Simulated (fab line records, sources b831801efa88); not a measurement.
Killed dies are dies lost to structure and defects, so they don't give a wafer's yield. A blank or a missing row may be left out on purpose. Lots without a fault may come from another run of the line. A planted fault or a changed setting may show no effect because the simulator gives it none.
Problem report in the 8D (eight disciplines) form, filled by code | flow sky130 | the parts of the form that need people (team, actions taken, sign-off) are left out

1. THE PROBLEM
VT_ADJUST_HVTR_TW at SKY_VT_ADJUST_HVTR_TW_MEAS_11 reads a mean of 225.8 on 6 wafers of 2 lots; wafers without a fault read 211.1 with a standard deviation of 2.1. That is +7.0 standard deviations from the usual mean.
First seen on wafer L174.1, day 13 13:28, on film_metro-04. The record holds 36 wafers of 12 lots with a number at this step. Rule for "out", or "out of limits": more than 4 standard deviations from the usual mean. The other wafers with a number count as sound.

2. WHAT IT IS AND WHAT IT IS NOT
question                    | is                     | is not
which readings at this step | VT_ADJUST_HVTR_TW      | -
which lots                  | L174, L175             | L164, L165, L166, L172, L173, L176, L178, L181, L183, L184
which wafers of those lots  | all that have a number | -
read on which gauges        | film_metro-04          | film_metro-01, film_metro-02
when                        | from day 13 13:28      | up to then (15 sound wafers); but 15 sound wafers of L176, L178, L181, L183, L184 came after

3. SUSPECTS, AND WHAT RULES EACH OUT
Counting: a tool at a process step up to the reading stays a suspect if it ran every lot that is out and no sound lot after the first of them.
- the gauge at SKY_VT_ADJUST_HVTR_TW_MEAS_11: ruled out. All the wafers that are out were read on film_metro-04, but those of them that SKY_VT_ADJUST_HVTR_IMPLANT_09 has rows for are out there too, on other tools.
- implanter-01 at SKY_VT_ADJUST_HVTR_IMPLANT_09: kept. It ran every lot that is out, first L174 (day 13 13:13), and no sound lot after that; its last sound lot up to then is L172 (day 13 00:00). Its own readings are out on those wafers: beam_on_s, end_station_pressure_torr, faraday_current_uA.
Left after counting: implanter-01 at SKY_VT_ADJUST_HVTR_IMPLANT_09.

4. THE CAUSE (what the simulator had put in)
Process parameter drift: implanter-01, from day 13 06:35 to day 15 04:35, at SKY_VT_ADJUST_HVTR_IMPLANT_09. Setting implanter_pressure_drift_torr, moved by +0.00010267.
Process parameter drift: implanter-01, from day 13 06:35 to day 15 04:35, at SKY_VT_ADJUST_HVTR_IMPLANT_09. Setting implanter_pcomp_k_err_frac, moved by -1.
Counting left only this tool.

5. THE CHAIN OF EFFECTS, in route order
Each row: a reading whose mean over the struck wafers that have a number lies more than 3 standard deviations from the usual. Only readings for which the record gives a usual standard deviation are gone through. hours: the time from each lot's start at the first step in this table that gives one to its start at this step, as a median over the lots. sigmas: the change in usual standard deviations.
hours | step                          | reading                   | usual         | on struck wafers | change    | sigmas
0     | SKY_VT_ADJUST_HVTR_IMPLANT_09 | beam_on_s                 | 9.99 s        | 12.44            | +2.45     | +12
0     | SKY_VT_ADJUST_HVTR_IMPLANT_09 | end_station_pressure_torr | 5.01e-06 Torr | 1.11e-04         | +1.06e-04 | +99 or more
0     | SKY_VT_ADJUST_HVTR_IMPLANT_09 | faraday_current_uA        | 11.86         | 9.60             | -2.26     | -9.8
0     | SKY_VT_ADJUST_HVTR_TW_MEAS_11 | VT_ADJUST_HVTR_TW         | 211.1         | 225.8            | +14.7     | +7.0
The process steps in it:
- SKY_VT_ADJUST_HVTR_IMPLANT_09
Later measuring or inspecting steps at which every struck wafer that the step has a row for has a number for every such reading, and none has moved that far: SKY_VT_ADJUST_PCH_OVL_MEAS_07, SKY_SONOS_TUNNEL_OVL_MEAS_08.

6. WHAT WOULD HAVE CAUGHT IT SOONER
In this record the first reading out of limits at a measuring or inspecting step was taken at day 13 13:28, 7 hours after the fault began at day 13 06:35.
The tool's own readings at SKY_VT_ADJUST_HVTR_IMPLANT_09 were out on every struck wafer that the step has a row for (beam_on_s, end_station_pressure_torr, faraday_current_uA): an alarm limit on them would have fired on the first of those.
Of the lots that are out (2), L175 began SKY_VT_ADJUST_HVTR_IMPLANT_09 on implanter-01 after day 13 13:28. A hold on the tool at that time would have spared it.
